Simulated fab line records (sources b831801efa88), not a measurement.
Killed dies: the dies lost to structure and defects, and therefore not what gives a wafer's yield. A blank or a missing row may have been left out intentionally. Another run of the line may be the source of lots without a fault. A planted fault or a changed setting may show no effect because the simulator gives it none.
Check for tools in common :: flow gf180mcu :: 12 lots, 42 wafers sampled

## WHAT PROMPTED THE OPENING
At GF_STI_THK_MEAS_30 the reading STI_OXIDATION_02_THK is flagged on 2 of 12 lots. Fault-free wafers read 9.98 nm, with a standard deviation of 0.18.
Rule: flag the lot when none of its wafers has a number, or when each of its wafers that has one lies beyond 4 standard deviations from that mean. All remaining lots are regarded as sound.

lot: L951
measured: day 2 06:11
on: film-metro-04
STI_OXIDATION_02_THK (nm), wafer by wafer: 9.66 9.70 9.88
flag: 

lot: L954
measured: day 2 22:34
on: film-metro-04
STI_OXIDATION_02_THK (nm), wafer by wafer: 10.22 10.15 10.09
flag: 

lot: L955
measured: day 3 03:44
on: film-metro-02
STI_OXIDATION_02_THK (nm), wafer by wafer: 9.88 9.87 9.62
flag: 

lot: L956
measured: day 3 08:38
on: film-metro-02
STI_OXIDATION_02_THK (nm), wafer by wafer: 10.07 9.98 10.02
flag: 

lot: L957
measured: day 3 14:34
on: film-metro-04
STI_OXIDATION_02_THK (nm), wafer by wafer: 9.76 9.90 9.91
flag: 

lot: L959
measured: day 3 23:11
on: film-metro-04
STI_OXIDATION_02_THK (nm), wafer by wafer: 10.40 10.34 10.23
flag: 

lot: L960
measured: day 4 07:18
on: film-metro-03
STI_OXIDATION_02_THK (nm), wafer by wafer: 10.13 10.25 10.10
flag: 

lot: L964
measured: day 5 02:19
on: film-metro-02
STI_OXIDATION_02_THK (nm), wafer by wafer: 10.03 9.88 9.96
flag: 

lot: L965
measured: day 5 06:21
on: film-metro-02
STI_OXIDATION_02_THK (nm), wafer by wafer: 7.31 7.27 7.31 7.36 7.28 7.31
flag: FLAGGED

lot: L966
measured: day 5 11:33
on: film-metro-02
STI_OXIDATION_02_THK (nm), wafer by wafer: 9.79 9.91 9.86
flag: 

lot: L967
measured: day 5 16:01
on: film-metro-03
STI_OXIDATION_02_THK (nm), wafer by wafer: 7.34 7.40 7.42 7.28 7.42 7.41
flag: FLAGGED

lot: L974
measured: day 7 04:17
on: film-metro-02
STI_OXIDATION_02_THK (nm), wafer by wafer: 9.91 9.92 9.92
flag: 
The mean of the flagged lots' numbers is 7.34 nm, -2.64 nm from the usual (-15 standard deviations).

## EACH LOT AND THE TOOL IT RAN ON
The record keeps 1 process step preceding the reading, out of 602 steps on the route. Read each cell as the tool, then ch plus the chambers that the sampled wafers visited, then the start.
lot: L951
flag: 
GF_STI_OXIDATION_29: furnace-02 ch 0, day 2 04:47

lot: L954
flag: 
GF_STI_OXIDATION_29: furnace-01 ch 0, day 2 21:10

lot: L955
flag: 
GF_STI_OXIDATION_29: furnace-02 ch 0, day 3 02:20

lot: L956
flag: 
GF_STI_OXIDATION_29: furnace-02 ch 0, day 3 07:13

lot: L957
flag: 
GF_STI_OXIDATION_29: furnace-02 ch 0, day 3 13:10

lot: L959
flag: 
GF_STI_OXIDATION_29: furnace-01 ch 0, day 3 21:47

lot: L960
flag: 
GF_STI_OXIDATION_29: furnace-01 ch 0, day 4 05:53

lot: L964
flag: 
GF_STI_OXIDATION_29: furnace-02 ch 0, day 5 00:53

lot: L965
flag: FLAGGED
GF_STI_OXIDATION_29: furnace-02 ch 0, day 5 04:57

lot: L966
flag: 
GF_STI_OXIDATION_29: furnace-01 ch 0, day 5 10:09

lot: L967
flag: FLAGGED
GF_STI_OXIDATION_29: furnace-02 ch 0, day 5 14:37

lot: L974
flag: 
GF_STI_OXIDATION_29: furnace-01 ch 0, day 7 02:54
What these steps do:
- GF_STI_OXIDATION_29: stabilise 600 s, purge 300 s, target thk 10 nm.
- GF_STI_THK_MEAS_30

## FLAGGED OVER TOTAL, TOOL BY TOOL (the gauges that took the reading come last)
step: GF_STI_OXIDATION_29
tool: furnace-01
lots run: 5
flagged: 0
share of the flagged lots: none
sound lots run after its first flagged lot: -

step: GF_STI_OXIDATION_29
tool: furnace-02
lots run: 7
flagged: 2
share of the flagged lots: all
sound lots run after its first flagged lot: 0

step: GF_STI_THK_MEAS_30
tool: film-metro-02
lots run: 6
flagged: 1
share of the flagged lots: some
sound lots run after its first flagged lot: 2 (L966,L974)

step: GF_STI_THK_MEAS_30
tool: film-metro-03
lots run: 2
flagged: 1
share of the flagged lots: some
sound lots run after its first flagged lot: 0

step: GF_STI_THK_MEAS_30
tool: film-metro-04
lots run: 4
flagged: 0
share of the flagged lots: none
sound lots run after its first flagged lot: -

## WHAT THE TABLE PERMITS
1 row of the table ran every flagged lot: furnace-02 at GF_STI_OXIDATION_29.
- furnace-02 at GF_STI_OXIDATION_29: 2 of its 7 lots flagged. Last sound lot L964 at day 5 00:53, first flagged lot L965 at day 5 04:57; a fault beginning in between fits.
furnace-02 at GF_STI_OXIDATION_29 is the single tool remaining.

## WHAT THE SIMULATOR HAD PUT IN
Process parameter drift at GF_STI_OXIDATION_29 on furnace-02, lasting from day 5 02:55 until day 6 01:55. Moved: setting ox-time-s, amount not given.
Shown lots that were struck: L965, L967. The rule given above showed the same thing.
